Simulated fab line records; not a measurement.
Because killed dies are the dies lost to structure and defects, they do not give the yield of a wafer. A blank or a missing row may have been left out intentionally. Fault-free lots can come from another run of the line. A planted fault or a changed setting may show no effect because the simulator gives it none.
fab line records	flow sky130
record lots=5	wafers=15	last-day=50
route steps=708 shown METAL5@669 PASSIVATION@681 PAD_OPEN@694
lots that met no fault: taken from a fault-free run of the same line
start-h: hours from the record's opening day to when the first of the lot's shown wafers began	wait-h: hours since the lot's step before	" same as the row above	L1.1+2: a single row standing in for several wafers	- no value present, or no start provided	* or withheld: withheld	< > ~ a bound
route shown NAME@n: NAME is a module with steps in the file, n the number in the route of the first one	usual: average and standard deviation across the fault-free wafers	same: alike in all rows	chamber/n: place in a boat	sites: readings site by site	_std_site: the values' standard deviation	_edge_site: the outer-site mean with the inner-site mean subtracted	radius-mm: for every site, how far away it sits from the centre of the wafer	mask NAME#n: copy n	behind: tool/chamber where the wafer was last shaped	hold: cause of the lot's hold/its duration in hours/its outcome	device: whichever transistor did not switch (one of n, p or np)	end of line: tests of these same wafers at the route's end	a step with no rows: only its recipe	killed: dies lost to structure and defects at the first sort, not the wafer's yield	map: per-die view of a wafer (x killed, . not killed, _ where there is no die)
set.NAME: setting as actually run; set.NAME@STEP: the setting as run at that earlier step	model.NAME: the simulator's own value behind a step, which no gauge read
a table for each step, a row for each wafer; lots at some steps of the route
services: when a tool's chamber went out of use (start-h, in hours from the record's first day, below 0 if earlier), for how many hours, and the reason
## steps
# step SKY_METAL5_HMDS_08
# recipe prime-time-s=60	prime-temp-c=120
# step SKY_METAL5_COAT_09
# recipe resist=NOVOLAK	spin-rpm=3000	resist-thk-nm=1800
# step SKY_METAL5_SOFTBAKE_10
# recipe temp-c=90	time-s=60	resist=NOVOLAK
# step SKY_METAL5_EXPOSE_11
# recipe mask-id=MM5	na=0.6	source-shape=conventional	sigma-outer=0.6	polarization=unpolarized	target-cd-nm=1600	dose-mj=190
# step SKY_METAL5_PEB_12
# recipe temp-c=withheld	time-s=*	resist=NOVOLAK
# step SKY_METAL5_DEVELOP_13
# recipe resist=NOVOLAK	developer=TMAH	develop-time-s=60	dev-temp-c=23
# step SKY_METAL5_DESCUM_14
# recipe chemistry=O2	source-power-w=150	bias-power-w=0	pressure-mtorr=10	temp-c=40	time-s=11
# step SKY_METAL5_METAL_ETCH_15
# recipe target-depth-a=12600	stop-on=SiO2	over-etch-frac=0.2	time-s=252	chemistry=Cl2/BCl3	resist-sidewall-deg=86	pressure-mtorr=10	icp-w=900	bias-w=48.5	Cl2_flow_sccm=60	bcl3-flow-sccm=30
# step SKY_METAL5_STRIP_16
# recipe chemistry=O2/N2	power-w=1400	pressure-mtorr=1500	platen-temp-c=withheld	o2-flow-sccm=3000	n2-flow-sccm=300	overash-fraction=0.5
# usual chamber-pressure-mTorr=1500.0/1.3	drypump-motor-current-A=5.65/0.29	oes-product-au=0.710/0.0052	strip-time-to-endpoint-s=13.02/0.11
lot.wafer	tool	chamber	start-h	wait-h	chamber-pressure-mTorr	drypump-motor-current-A	oes-product-au	rf-hours-counter-h	strip-time-to-endpoint-s
L821.3	plasma-asher-04	0	1055.97	0.1	1499.4	5.65	0.716	-	13.06
L821.4	"	1	"	"	1500.2	5.31	0.707	-	13.31
L821.5	"	1	"	"	1498.3	5.37	0.722	-	12.98
L832.4	plasma-asher-04	0	1126.18	0.1	1500.2	5.62	0.707	-	12.82
L832.5	"	1	"	"	1498.8	5.30	0.711	-	12.98
L832.6	"	0	"	"	1497.9	5.66	0.712	-	12.85
L836.3	plasma-asher-04	0	1141.88	0.1	1499.6	5.64	0.714	-	12.98
L836.4	"	1	"	"	1499.6	5.32	0.710	-	13.03
L836.5	"	1	"	"	1499.1	5.36	0.722	-	12.97
L839.1	plasma-asher-01	0	1157.99	0.2	1500.3	5.50	0.710	70	12.90
L839.2	"	1	"	"	1500.1	6.12	0.713	70	13.10
L839.3	"	1	"	"	1499.8	6.15	0.700	-	13.08
L840.2	plasma-asher-04	0	1173.04	0.2	1501.6	5.62	0.708	43	13.11
L840.5	"	0	"	"	1500.4	5.66	0.704	-	13.06
L840.6	"	1	"	"	1496.8	5.36	0.708	-	13.12
# step SKY_METAL5_STRIP_17
# recipe chemistry=post-etch-residue-remover	time-s=1200	temp-c=72.5
# step SKY_METAL5_CLEAN_18
# recipe chemistry=IPA	time-s=180	temp-c=25
# step SKY_METAL5_CLEAN_19
# recipe chemistry=O3/DIW	dry=n2-spin
# step SKY_PASSIVATION_CVD_00
# recipe material=SiO2	target-thk-nm=90	temp-c=400	time-s=withheld	rf-w=600
# usual heater-power-outer-w=360/59	heater-power-w=634/74
lot.wafer	tool	chamber	start-h	wait-h	heater-power-outer-w	heater-power-w
L821.3	pecvd-01	0	1056.53	0.0	454	730
L821.4	"	0	"	"	438	717
L821.5	"	2	"	"	386	640
L832.4	pecvd-01	2	1126.74	0.0	442	723
L832.5	"	1	"	"	289	552
L832.6	"	0	"	"	462	760
L836.3	pecvd-02	1	1142.43	0.0	280	511
L836.4	"	0	"	"	368	594
L836.5	"	1	"	"	289	523
L839.1	pecvd-02	2	1158.58	0.0	282	611
L839.2	"	0	"	"	417	676
L839.3	"	1	"	"	260	493
L840.2	pecvd-04	1	1173.65	0.0	461	742
L840.5	"	1	"	"	347	592
L840.6	"	2	"	"	362	659
# step SKY_PASSIVATION_THK_MEAS_01
# recipe reads=SiO2_of_PASSIVATION_CVD_00
# usual PASSIVATION_CVD_00_THK=90.0/1.1
lot.wafer	tool	chamber	start-h	wait-h	PASSIVATION_CVD_00_THK[nm]
L821.3	film-metro-03	-	1056.57	-	87.1
L821.4	"	-	"	"	88.9
L821.5	"	-	"	"	89.7
L832.4	film-metro-03	-	1126.79	-	90.8
L832.5	"	-	"	"	89.3
L832.6	"	-	"	"	89.6
L836.3	film-metro-02	-	1142.48	-	90.0
L836.4	"	-	"	"	91.5
L836.5	"	-	"	"	91.1
L839.1	film-metro-01	-	1158.61	-	89.6
L839.2	"	-	"	"	88.1
L839.3	"	-	"	"	89.2
L840.2	film-metro-02	-	1173.68	-	88.8
L840.5	"	-	"	"	90.2
L840.6	"	-	"	"	90.6
# step SKY_PASSIVATION_CVD_02
# recipe material=Si3N4	target-thk-nm=540	temp-c=400	time-s=withheld	rf-w=450
# usual heater-power-outer-w=398/58	heater-power-w=687/70
lot.wafer	tool	chamber	start-h	wait-h	heater-power-outer-w	heater-power-w
L821.3	pecvd-02	0	1056.61	0.0	455	734
L821.4	"	1	"	"	268	493
L821.5	"	0	"	"	353	569
L832.4	pecvd-04	1	1126.93	0.1	465	744
L832.5	"	2	"	"	394	684
L832.6	"	0	"	"	370	694
L836.3	pecvd-01	0	1142.52	0.0	466	769
L836.4	"	0	"	"	486	777
L836.5	"	1	"	"	344	623
L839.1	pecvd-04	1	1158.67	0.1	426	699
L839.2	"	0	"	"	417	754
L839.3	"	2	"	"	454	755
L840.2	pecvd-02	1	1173.73	0.0	344	618
L840.5	"	2	"	"	397	766
L840.6	"	0	"	"	418	665
# step SKY_PASSIVATION_THK_MEAS_03
# recipe reads=Si3N4_of_PASSIVATION_CVD_02
# usual PASSIVATION_CVD_02_THK=541/7.1
lot.wafer	tool	chamber	start-h	wait-h	PASSIVATION_CVD_02_THK[nm]
L821.3	film-metro-01	-	1056.86	-	530
L821.4	"	-	"	"	537
L821.5	"	-	"	"	538
L832.4	film-metro-02	-	1127.07	-	542
L832.5	"	-	"	"	547
L832.6	"	-	"	"	544
L836.3	film-metro-03	-	1142.76	-	540
L836.4	"	-	"	"	549
L836.5	"	-	"	"	547
L839.1	film-metro-03	-	1158.89	-	532
L839.2	"	-	"	"	537
L839.3	"	-	"	"	539
L840.2	film-metro-02	-	1173.97	-	533
L840.5	"	-	"	"	542
L840.6	"	-	"	"	546
# step SKY_PASSIVATION_DEHYDRATE_04
# recipe temp-c=200	time-s=60
# step SKY_PASSIVATION_HMDS_05
# recipe prime-time-s=60	prime-temp-c=120
# step SKY_PASSIVATION_COAT_06
# recipe spin-rpm=2000	resist-thk-nm=3000
# step SKY_PASSIVATION_SOFTBAKE_07
# recipe temp-c=110	time-s=withheld
# step SKY_PASSIVATION_EXPOSE_08
# recipe mask-id=NSM	target-cd-nm=3000	na=0.57	dose-mj=260
# step SKY_PASSIVATION_PEB_09
# recipe temp-c=115	time-s=withheld
# step SKY_PASSIVATION_DEVELOP_10
# recipe develop-time-s=60	dev-temp-c=23
# step SKY_PASSIVATION_ETCH_11
# recipe chemistry=CF4/O2	target-depth-nm=725	stop-on=AlCu	source-w=800	bias-w=150	pressure-mtorr=150	cf4-flow-sccm=80	O2_flow_sccm=10	time-s=161.1
# usual chamber-pressure-mTorr=149.99/0.13	drypump-motor-current-A=5.9/0.54	oes-product-au=0.978/0.0071	throttle-valve-pct=5.964/0.0095
lot.wafer	tool	chamber	start-h	wait-h	chamber-pressure-mTorr	drypump-motor-current-A	oes-product-au	rf-hours-counter-h	throttle-valve-pct
L821.3	rie-diel-04	2	1078.37	-	150.05	6.2	0.967	8	5.949
L821.4	"	0	"	"	150.10	5.9	0.970	19	5.978
L821.5	"	1	"	"	150.18	6.2	0.974	-	5.969
L832.4	rie-diel-03	3	1147.03	-	150.14	5.1	0.979	21	5.969
L832.5	"	2	"	"	149.95	6.7	0.979	-	5.965
L832.6	"	3	"	"	150.33	5.2	0.973	-	5.972
L836.3	rie-diel-03	3	1161.26	-	149.90	5.2	0.981	21	5.964
L836.4	"	1	"	"	150.01	6.5	0.986	20	5.961
L836.5	"	3	"	"	150.11	5.2	0.979	-	5.970
L839.1	rie-diel-02	2	1176.56	-	149.94	5.9	0.968	12	5.965
L839.2	"	1	"	"	150.15	5.0	0.968	19	5.967
L839.3	"	0	"	"	149.97	5.5	0.975	22	5.959
L840.2	rie-diel-04	3	1190.77	-	149.80	6.3	0.985	19	5.960
L840.5	"	0	"	"	149.95	5.9	0.977	-	5.973
L840.6	"	3	"	"	149.91	6.3	0.980	-	5.969
# step SKY_PASSIVATION_STRIP_12
# recipe chemistry=O2/N2	power-w=1400	pressure-mtorr=1500	platen-temp-c=withheld	overash-fraction=0.7	o2-flow-sccm=3000	n2-flow-sccm=300
# usual chamber-pressure-mTorr=1500.1/2.2	drypump-motor-current-A=5.7/0.4	oes-product-au=0.661/0.0041	strip-time-to-endpoint-s=31.52/0.12
lot.wafer	tool	chamber	start-h	wait-h	chamber-pressure-mTorr	drypump-motor-current-A	oes-product-au	rf-hours-counter-h	strip-time-to-endpoint-s
L821.3	plasma-asher-01	1	1078.51	0.1	1499.3	6.1	0.667	-	31.43
L821.4	"	0	"	"	1500.2	5.5	0.652	-	31.66
L821.5	"	1	"	"	1499.6	6.1	0.656	-	31.67
L832.4	plasma-asher-02	0	1147.17	0.1	1501.4	6.0	0.660	-	31.60
L832.5	"	1	"	"	1499.1	4.9	0.663	-	31.59
L832.6	"	0	"	"	1499.5	6.0	0.660	-	31.65
L836.3	plasma-asher-01	1	1161.40	0.1	1498.2	6.1	0.658	-	31.34
L836.4	"	0	"	"	1498.6	5.5	0.658	-	31.48
L836.5	"	0	"	"	1501.7	5.5	0.664	-	31.38
L839.1	plasma-asher-01	1	1176.66	0.1	1501.1	6.1	0.664	72	31.57
L839.2	"	0	"	"	1499.3	5.5	0.661	72	31.45
L839.3	"	0	"	"	1498.2	5.5	0.663	-	31.56
L840.2	plasma-asher-03	1	1190.88	0.1	1501.6	6.0	0.659	11	31.55
L840.5	"	0	"	"	1502.3	5.4	0.658	-	31.43
L840.6	"	1	"	"	1499.8	6.0	0.660	-	31.48
# step SKY_PAD_OPEN_DEHYDRATE_00
# recipe temp-c=200	time-s=60
# step SKY_PAD_OPEN_HMDS_01
# recipe prime-time-s=60	prime-temp-c=120
# step SKY_PAD_OPEN_COAT_02
# recipe spin-rpm=2000	resist-thk-nm=3000
# step SKY_PAD_OPEN_SOFTBAKE_03
# recipe temp-c=110	time-s=withheld
# step SKY_PAD_OPEN_EXPOSE_04
# recipe mask-id=PDM	target-cd-nm=60000	na=0.57	dose-mj=260
# step SKY_PAD_OPEN_PEB_05
# recipe temp-c=115	time-s=withheld
# step SKY_PAD_OPEN_DEVELOP_06
# recipe develop-time-s=60	dev-temp-c=23
# step SKY_PAD_OPEN_ETCH_07
# recipe chemistry=CF4/O2	target-depth-nm=725	stop-on=AlCu	source-w=800	bias-w=150	pressure-mtorr=150	cf4-flow-sccm=80	O2_flow_sccm=10	time-s=161.1
# usual chamber-pressure-mTorr=150.02/0.16	drypump-motor-current-A=5.8/0.59	oes-product-au=0.978/0.0062	throttle-valve-pct=5.963/0.0095
lot.wafer	tool	chamber	start-h	wait-h	chamber-pressure-mTorr	drypump-motor-current-A	oes-product-au	rf-hours-counter-h	throttle-valve-pct
L821.3	rie-diel-01	3	1100.51	-	150.10	5.4	0.975	20	5.965
L821.4	"	0	"	"	149.81	6.4	0.976	22	5.972
L821.5	"	2	"	"	150.23	5.7	0.974	-	5.954
L832.4	rie-diel-02	0	1164.77	-	149.79	5.5	0.974	-	5.957
L832.5	"	2	"	"	150.01	5.9	0.982	-	5.967
L832.6	"	1	"	"	150.23	5.0	0.980	-	5.959
L836.3	rie-diel-02	0	1179.41	-	150.22	5.5	0.980	22	5.962
L836.4	"	0	"	"	150.21	5.5	0.984	-	5.960
L836.5	"	2	"	"	149.98	5.8	0.986	-	5.963
L839.1	rie-diel-01	2	1192.96	-	150.01	5.6	0.973	18	5.985
L839.2	"	0	"	"	149.99	6.4	0.985	26	5.955
L839.3	"	3	"	"	150.09	5.4	0.986	24	5.946
L840.2	rie-diel-01	1	1206.32	-	149.95	5.7	0.976	24	5.960
L840.5	"	0	"	"	150.03	6.4	0.984	-	5.961
L840.6	"	1	"	"	150.10	5.7	0.984	-	5.967
# step SKY_PAD_OPEN_STRIP_08
# recipe chemistry=O2/N2	power-w=1400	pressure-mtorr=1500	platen-temp-c=withheld	overash-fraction=0.7	o2-flow-sccm=3000	n2-flow-sccm=300
# step SKY_PAD_OPEN_STRIP_09
# recipe chemistry=post-etch-residue-remover	time-s=1200	temp-c=72.5
# step SKY_PAD_OPEN_CLEAN_10
# recipe chemistry=IPA	time-s=180	temp-c=25
# step SKY_PAD_OPEN_CLEAN_11
# recipe chemistry=O3/DIW	dry=n2-spin
# step SKY_PAD_OPEN_ANNEAL_12
# recipe temp-c=400	time-s=withheld	ambient=N2/H2	idle-temp-c=300	ramp-up-c-per-min=8	ramp-down-c-per-min=4
# step SKY_PAD_OPEN_BOW_MEAS_13
# recipe mode=bow
# usual PAD_OPEN_BOW=49/8.5
lot.wafer	tool	chamber	start-h	wait-h	PAD_OPEN_BOW[um]
L821.3	film-metro-04	-	1102.79	-	56
L821.4	"	-	"	"	72
L821.5	"	-	"	"	56
L832.4	film-metro-03	-	1166.98	-	47
L832.5	"	-	"	"	49
L832.6	"	-	"	"	41
L836.3	film-metro-04	-	1181.69	-	58
L836.4	"	-	"	"	56
L836.5	"	-	"	"	55
L839.1	film-metro-04	-	1195.15	-	51
L839.2	"	-	"	"	50
L839.3	"	-	"	"	30
L840.2	film-metro-04	-	1208.56	-	48
L840.5	"	-	"	"	41
L840.6	"	-	"	"	52
# step SKY_PAD_OPEN_PROBE_99
# usual defect-limited-yield=82.5/2	killed_at_M0_to_M3=44/6.9	killed_at_M4_up=3.1/1.7	killed-at-contacts=25/5.6	killed-at-front-end=14/4.3	killed-at-other=0.3/0.51	killed-dies=86/9.8	killed-open=47/6.5	killed-short=39/6.6	sort_bin_3_pad_short=0.8/0.46	sort_bin_5_function=10.3/1.5	sort_bin_6_memory=6.4/1	sort-n-pass=406/9.8	sort-yield-pct=82.5/2
# same gross-dies=492	killed-at-back-side=0	sort_bin_4_leakage[%]=0	sort_bin_8_speed[%]=0
lot.wafer	tool	chamber	start-h	wait-h	defect-limited-yield[%]	killed_at_M0_to_M3	killed_at_M4_up	killed-at-contacts	killed-at-front-end	killed-at-other	killed-dies	killed-open	killed-short	sort_bin_3_pad_short[%]	sort_bin_5_function[%]	sort_bin_6_memory[%]	sort-n-pass	sort-yield-pct[%]	model.etest.tester.sort_bin_3_pct
L821.3	prober-01	-	1102.97	0.2	79.1	44	9	32	18	0	103	56	47	1.4	12.2	7.3	389	79.1	1.423
L821.4	prober-01	-	1103.02	0.2	81.3	51	3	27	11	0	92	46	46	0.6	11.0	7.1	400	81.3	0.6098
L821.5	prober-01	-	1103.07	0.2	81.7	41	2	33	14	0	90	46	44	1.0	10.0	7.3	402	81.7	1.016
L832.4	prober-01	-	1167.19	0.2	81.3	44	4	26	18	0	92	54	38	0.2	11.8	6.7	400	81.3	0.2033
L832.5	prober-01	-	1167.24	0.2	82.5	36	3	32	15	0	86	44	42	1.2	9.6	6.7	406	82.5	1.22
L832.6	prober-01	-	1167.29	0.2	77.4	48	4	27	14	18	111	48	45	1.8	13.4	7.3	381	77.4	1.829
L836.3	prober-02	-	1181.87	0.2	81.3	43	2	34	13	0	92	52	40	0.8	11.6	6.3	400	81.3	0.813
L836.4	prober-02	-	1181.92	0.2	81.9	45	6	22	16	0	89	45	44	0.6	10.0	7.5	403	81.9	0.6098
L836.5	prober-02	-	1181.97	0.2	83.3	47	6	16	13	0	82	42	40	1.0	7.7	7.9	410	83.3	1.016
L839.1	prober-02	-	1195.27	0.1	83.9	51	2	14	12	0	79	44	35	0.4	8.7	6.9	413	83.9	0.4065
L839.2	prober-02	-	1195.32	0.1	82.3	39	3	30	15	0	87	50	37	0.8	12.0	4.9	405	82.3	0.813
L839.3	prober-02	-	1195.37	0.2	81.5	38	1	26	26	0	91	49	42	0.4	11.8	6.3	401	81.5	0.4065
L840.2	prober-02	-	1208.71	0.1	82.5	51	1	18	16	0	86	51	35	1.0	10.0	6.5	406	82.5	1.016
L840.5	prober-02	-	1208.86	0.2	83.3	42	6	19	15	0	82	50	32	1.0	9.3	6.3	410	83.3	1.016
L840.6	prober-02	-	1208.91	0.2	84.8	42	4	19	10	0	75	41	34	0.4	8.7	6.1	417	84.8	0.4065
# killed by level:class
L821.3 CONTACT:geometric-particle:open=12 VIA1:geometric-particle:open=12 VIA3:geometric-particle:open=10 FIELD_ISO:geometric-particle:short=7 LI_CONTACT:geometric-particle:open=7 CONTACT:geometric-particle:short=7 POLY_GATE:geometric-particle:short=6 METAL4:geometric-particle:short=6
L821.4 CONTACT:geometric-particle:open=11 VIA1:geometric-particle:open=10 VIA2:geometric-particle:open=8 METAL2:geometric-particle:short=7 FIELD_ISO:geometric-particle:short=6 VIA2:geometric-particle:short=5 VIA3:geometric-particle:open=5 LI_CONTACT:geometric-particle:short=4
L821.5 CONTACT:geometric-particle:open=15 METAL1:geometric-particle:short=9 VIA1:geometric-particle:open=8 CONTACT:geometric-particle:short=6 VIA1:geometric-particle:short=6 FIELD_ISO:geometric-particle:open=5 LOCAL_INTERCONNECT:geometric-particle:short=5 VIA2:geometric-particle:open=5
L832.4 CONTACT:geometric-particle:open=13 VIA1:geometric-particle:open=12 FIELD_ISO:geometric-particle:open=9 METAL1:geometric-particle:short=8 CONTACT:geometric-particle:short=6 VIA1:geometric-particle:short=5 LI_CONTACT:geometric-particle:open=4 VIA2:geometric-particle:open=4
L832.5 CONTACT:geometric-particle:open=13 CONTACT:geometric-particle:short=11 FIELD_ISO:geometric-particle:open=6 VIA2:geometric-particle:short=6 METAL1:geometric-particle:short=5 LI_CONTACT:geometric-particle:open=5 VIA3:geometric-particle:open=4 FIELD_ISO:geometric-particle:short=3
L832.6 PASSIVATION:unspecified=18 VIA1:geometric-particle:open=11 CONTACT:geometric-particle:open=8 VIA2:geometric-particle:open=8 VIA1:geometric-particle:short=7 METAL1:geometric-particle:short=6 LOCAL_INTERCONNECT:geometric-particle:short=5 CONTACT:geometric-particle:short=5
L836.3 CONTACT:geometric-particle:open=14 VIA1:geometric-particle:open=10 VIA2:geometric-particle:open=9 LI_CONTACT:geometric-particle:short=6 LOCAL_INTERCONNECT:geometric-particle:short=5 METAL2:geometric-particle:short=5 VIA3:geometric-particle:open=4 CONTACT:geometric-particle:short=4
L836.4 VIA1:geometric-particle:open=10 FIELD_ISO:geometric-particle:open=7 VIA1:geometric-particle:short=7 CONTACT:geometric-particle:open=6 POLY_GATE:geometric-particle:short=5 LI_CONTACT:geometric-particle:open=5 METAL1:geometric-particle:short=5 VIA2:geometric-particle:short=5
L836.5 VIA1:geometric-particle:open=10 VIA2:geometric-particle:open=6 VIA3:geometric-particle:open=6 METAL4:geometric-particle:short=6 CONTACT:geometric-particle:short=5 METAL1:geometric-particle:short=5 METAL2:geometric-particle:short=5 METAL3:geometric-particle:short=5
L839.1 VIA1:geometric-particle:open=11 VIA1:geometric-particle:short=10 VIA3:geometric-particle:open=9 VIA2:geometric-particle:open=7 CONTACT:geometric-particle:open=6 METAL1:geometric-particle:short=5 POLY_GATE:geometric-particle:open=4 FIELD_ISO:geometric-particle:short=3
L839.2 VIA1:geometric-particle:open=13 CONTACT:geometric-particle:open=9 LOCAL_INTERCONNECT:geometric-particle:short=9 LI_CONTACT:geometric-particle:open=6 FIELD_ISO:geometric-particle:short=5 VIA3:geometric-particle:open=5 FIELD_ISO:geometric-particle:open=4 POLY_GATE:geometric-particle:short=4
L839.3 VIA1:geometric-particle:open=11 FIELD_ISO:geometric-particle:open=8 CONTACT:geometric-particle:open=8 FIELD_ISO:geometric-particle:short=6 CONTACT:geometric-particle:short=6 METAL1:geometric-particle:short=6 LI_CONTACT:geometric-particle:open=5 METAL2:geometric-particle:short=5
L840.2 VIA1:geometric-particle:open=18 CONTACT:geometric-particle:open=9 VIA3:geometric-particle:open=7 FIELD_ISO:geometric-particle:short=6 VIA1:geometric-particle:short=6 METAL2:geometric-particle:short=5 POLY_GATE:geometric-particle:open=4 POLY_GATE:geometric-particle:short=4
L840.5 VIA3:geometric-particle:open=12 LI_CONTACT:geometric-particle:open=8 VIA1:geometric-particle:open=6 VIA2:geometric-particle:open=6 FIELD_ISO:geometric-particle:short=5 POLY_GATE:geometric-particle:open=5 CONTACT:geometric-particle:open=5 METAL4:geometric-particle:short=5
L840.6 VIA3:geometric-particle:open=8 CONTACT:geometric-particle:open=7 VIA1:geometric-particle:open=6 VIA2:geometric-particle:open=6 VIA3:geometric-particle:short=6 LI_CONTACT:geometric-particle:open=5 VIA2:geometric-particle:short=5 METAL2:geometric-particle:short=4
# map L832.6 (x killed, . not)
__________.......x.._________
________......xx.x...._______
______.......x...x......_____
_____...........x......x.____
____..x.....xxx..........x___
___.......x...............x__
__....x..xxx....x...x...x..._
_.....x..x......xx...x..x....
_...x.......x.....x..........
_.x..x...............x......x
_.x....x....x.....xx.......x.
_.......x.....x..x....x...xxx
_x.x..x...x..x....xx.........
_...x......x..............xx.
_.xx..xx....x................
__.x.x.x.x....xx.......x...._
___......xx.....x....xxx...__
____x...xx...x.....x...xxx___
_____.x.xx.xx.x.......x..____
______xxxxx.x..x....x..._____
________xxxxxx..x....._______
__________xxxx......_________
# map L821.3 (x killed, . not)
__________.x..x..x.x_________
________....x........._______
______.x..xx.x.x.x......_____
_____....x.x......x....x.____
____....x..xx....x........___
___....x.....xx..x.x.xx....__
__..x.xx..x.....xx.....x...x_
_x.x..............x..x....x..
_........x.x....xx...........
_.........x.xx....x.xx.x.....
_.....x.x...x.......x..x.x.xx
_xx...........x...xx.x.....x.
_........xx.xx..x....x.......
_...............x............
_x.......x.....xx.....x......
__.....x........x.....x....._
___.x........x....x..xx....__
____..xxx.x.x...x.......x.___
_____...xx..x..xx.....xx.____
______....x...x........._____
________.............._______
__________...x.x...._________
## services
tool	chamber	start-h	hours	kind
rie-diel-04	0	1034.66	8.4	repair
rie-diel-04	-	1037.41	0.6	repair
plasma-asher-01	-	1049.09	7.9	repair
pecvd-02	-	1053.03	1.7	repair
plasma-asher-03	-	1055.25	9.0	pm
rie-diel-04	2	1058.19	13.1	repair
rie-diel-04	0	1059.57	3.1	repair
rie-diel-01	3	1063.40	6.3	repair
pecvd-01	0	1070.03	4.7	repair
plasma-asher-03	-	1072.21	11.9	repair
rie-diel-02	2	1078.48	31.9	repair
rie-diel-02	3	1083.35	3.5	repair
plasma-asher-01	-	1083.75	3.9	repair
pecvd-01	-	1086.17	2.9	repair
rie-diel-03	1	1112.74	4.4	repair
rie-diel-01	1	1113.69	14.0	repair
rie-diel-04	1	1128.67	6.2	repair
rie-diel-01	2	1145.00	3.0	repair
rie-diel-01	-	1147.10	0.9	repair
rie-diel-03	-	1152.39	1.2	repair
plasma-asher-04	-	1174.27	0.9	repair
pecvd-02	-	1188.24	2.8	pm
pecvd-02	-	1198.73	0.4	repair
rie-diel-04	0	1199.57	13.0	repair
## key
first-sign step=SKY_PAD_OPEN_PROBE_99	reading=killed-at-other	direction=up	sigmas=18	usual=0.3	struck=18
effect none on later readings
model-effect step=SKY_PAD_OPEN_PROBE_99	value=etest.tester.sort_bin_3_pct	without=0.4065	struck=1.829
met-at SKY_PASSIVATION_CVD_00
struck-wafers L832.6
onset-between 1056.53 1126.74
fault kind=chamber-particle-source	tool=pecvd-01	chamber=0	onset-h=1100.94	steps=SKY_PASSIVATION_CVD_00	rate-per-visit-cm2=0.55108	end-h=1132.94
